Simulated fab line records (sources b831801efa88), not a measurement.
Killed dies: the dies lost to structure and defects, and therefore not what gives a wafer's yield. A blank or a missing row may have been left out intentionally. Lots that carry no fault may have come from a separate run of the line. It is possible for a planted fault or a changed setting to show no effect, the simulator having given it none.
Which tool was responsible? -- flow sky130 -- 33 wafers from 11 lots sampled at 5 of the route's 708 steps

## WHAT THE GAUGES SHOWED, per wafer
SKY_SD_P_CD_MEAS_07 targets a cd of 380 nm.
lot,measured,on,cdNm (nm)
L956,day 25 12:38,cdSem-02,382.6 382.6 381.6
L957,day 26 06:59,cdSem-01,377.2 376.8 378.0
L958,day 26 14:29,cdSem-01,383.4 380.5 380.6
L959,day 26 15:56,cdSem-02,380.3 378.6 377.5
L964,day 28 04:10,cdSem-01,386.8 387.9 384.1
L967,day 29 04:25,cdSem-02,378.5 381.2 379.6
L968,day 29 08:47,cdSem-02,380.8 380.7 379.7
L971,day 30 08:28,cdSem-02,379.6 379.9 378.1
L972,day 31 03:23,cdSem-02,377.4 378.3 377.4
L973,day 31 06:59,cdSem-02,382.2 379.5 378.3
L976,day 32 04:56,cdSem-01,379.6 382.1 382.0

SKY_SD_N_TW_MEAS_12.
lot,measured,on,SD_N_TW
L956,day 27 22:52,filmMetro-03,3941 3939 3933
L957,day 28 17:15,filmMetro-03,3926 3912 3928
L958,day 29 00:58,filmMetro-03,3959 3939 3925
L959,day 29 02:34,filmMetro-02,3955 3951 3939
L964,day 30 11:02,filmMetro-04,4000 3997 4020
L967,day 31 12:46,filmMetro-02,3954 3963 3960
L968,day 31 16:44,filmMetro-02,3990 3978 3983
L971,day 32 16:02,filmMetro-02,3951 3932 3939
L972,day 33 09:51,filmMetro-04,3995 4011 4017
L973,day 33 13:03,filmMetro-03,3949 3951 3962
L976,day 34 11:08,filmMetro-02,3946 3934 3932

SKY_LI_CONTACT_THK_MEAS_01.
lot,measured,on,LI_CONTACT_HDPCVD_THK (nm)
L956,day 27 23:38,filmMetro-03,939 939 934
L957,day 28 18:05,filmMetro-03,953 944 923
L958,day 29 01:44,filmMetro-03,953 943 924
L959,day 29 03:20,filmMetro-03,932 932 918
L964,day 30 11:48,filmMetro-02,927 771 934
L967,day 31 13:32,filmMetro-04,759 776 924
L968,day 31 17:29,filmMetro-03,939 954 936
L971,day 32 16:54,filmMetro-03,930 931 932
L972,day 33 10:37,filmMetro-04,930 922 928
L973,day 33 13:49,filmMetro-03,943 926 951
L976,day 34 11:53,filmMetro-03,950 925 928

## EACH LOT AND THE TOOL THAT RAN IT (in order: tool; ch and the chambers of the sampled wafers; start)
lot,SKY_POLY_CUT_ETCH_10,SKY_LI_CONTACT_HDPCVD_00
L956,"rieDiel-04 ch 1,2,3, day 24 07:36","hdpcvd-01 ch 0,1, day 27 23:32"
L957,"rieDiel-02 ch 1,2,3, day 25 01:30","hdpcvd-01 ch 1,2, day 28 17:57"
L958,"rieDiel-01 ch 0,1,2, day 25 10:08","hdpcvd-01 ch 1,2, day 29 01:37"
L959,"rieDiel-04 ch 0,1,3, day 25 11:42","hdpcvd-01 ch 0,1, day 29 03:13"
L964,"rieDiel-04 ch 1,3, day 27 00:09","hdpcvd-02 ch 1,2, day 30 11:41"
L967,"rieDiel-01 ch 1,3, day 28 00:27","hdpcvd-02 ch 1,2, day 31 13:25"
L968,"rieDiel-04 ch 1,2,3, day 28 05:05","hdpcvd-01 ch 0,1, day 31 17:23"
L971,"rieDiel-01 ch 0,3, day 29 04:57","hdpcvd-01 ch 0,2, day 32 16:47"
L972,"rieDiel-04 ch 0,3, day 29 23:30","hdpcvd-01 ch 0,1,2, day 33 10:29"
L973,"rieDiel-02 ch 2,3, day 30 04:11","hdpcvd-01 ch 1,2, day 33 13:41"
L976,"rieDiel-04 ch 0,2,3, day 31 01:32","hdpcvd-01 ch 0,1, day 34 11:47"
- SKY_POLY_CUT_ETCH_10: etches BARC in N2/H2, stops on SiO2, time 45.9 s, target depth 60 nm.
- SKY_LI_CONTACT_HDPCVD_00: deposits PSG, target thk 930 nm, time 155 s.

## AS READ BY THE TOOLS THEMSELVES (means over the sampled wafers that have a number; for cases with no such wafer, the mark the record gives instead)
SKY_POLY_CUT_ETCH_10.
lot,tool,chamberPressureMTorr (mTorr),drypumpMotorCurrentA (A),oesProductAu (a.u.),throttleValvePct (%)
L956,rieDiel-04,30.021,5.3,0.853,13.217
L957,rieDiel-02,29.982,5.6,0.857,13.232
L958,rieDiel-01,30.018,5.9,0.858,13.218
L959,rieDiel-04,29.993,5.7,0.854,13.233
L964,rieDiel-04,30.030,5.1,0.856,13.215
L967,rieDiel-01,29.994,5.5,0.853,13.220
L968,rieDiel-04,29.984,5.3,0.858,13.225
L971,rieDiel-01,30.005,5.7,0.857,13.215
L972,rieDiel-04,30.001,6.2,0.857,13.227
L973,rieDiel-02,30.007,6.0,0.854,13.225
L976,rieDiel-04,29.994,5.8,0.853,13.224

SKY_LI_CONTACT_HDPCVD_00.
lot,tool,pressureMtorr (mTorr)
L956,hdpcvd-01,5.997
L957,hdpcvd-01,6.012
L958,hdpcvd-01,6.023
L959,hdpcvd-01,6.013
L964,hdpcvd-02,6.006
L967,hdpcvd-02,6.009
L968,hdpcvd-01,5.986
L971,hdpcvd-01,6.005
L972,hdpcvd-01,5.996
L973,hdpcvd-01,6.003
L976,hdpcvd-01,6.003

## THE ANSWER, worked out from the rows above alone
Rule: the lots themselves supply what counts as usual. The widest of any qualifying gaps counts: lots, ordered by their means at a reading, are off when they make up no more than a third of the lots, leave a main group of 4 or more, and stand apart from it by 3 or more times the standard deviation of that group's means. Not used: any main group whose means are identical at the precision the tables above print for the reading. Also off: a lot with no number at a reading for which 4 or more lots have one. Any other lot the step has rows for is counted as sound. Order of review: gauges by route order, followed by the tools' own readings, for which a lot's mean as printed above is used. At the first step where some lot is off, the reading lying furthest off is the one used; lots without a number count as furthest.
Off: at SKY_LI_CONTACT_THK_MEAS_01 (LI_CONTACT_HDPCVD_THK), L964, L967. The main group has a mean of 936 nm with a standard deviation of 5.6.
A tool fits if, at a process step before that reading, it ran every lot that is off, and no sound lot after the first of them. Gauges at SKY_LI_CONTACT_THK_MEAS_01: tried the same way as those tools. One fits: hdpcvd-02 at SKY_LI_CONTACT_HDPCVD_00. It ran no sound lot before its first lot that is off in this sample, so the start can't be narrowed down.

## WHAT WAS PUT IN BY THE SIMULATOR
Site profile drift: hdpcvd-02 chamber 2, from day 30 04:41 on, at SKY_LI_CONTACT_HDPCVD_00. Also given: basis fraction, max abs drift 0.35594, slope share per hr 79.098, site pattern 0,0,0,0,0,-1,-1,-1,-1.
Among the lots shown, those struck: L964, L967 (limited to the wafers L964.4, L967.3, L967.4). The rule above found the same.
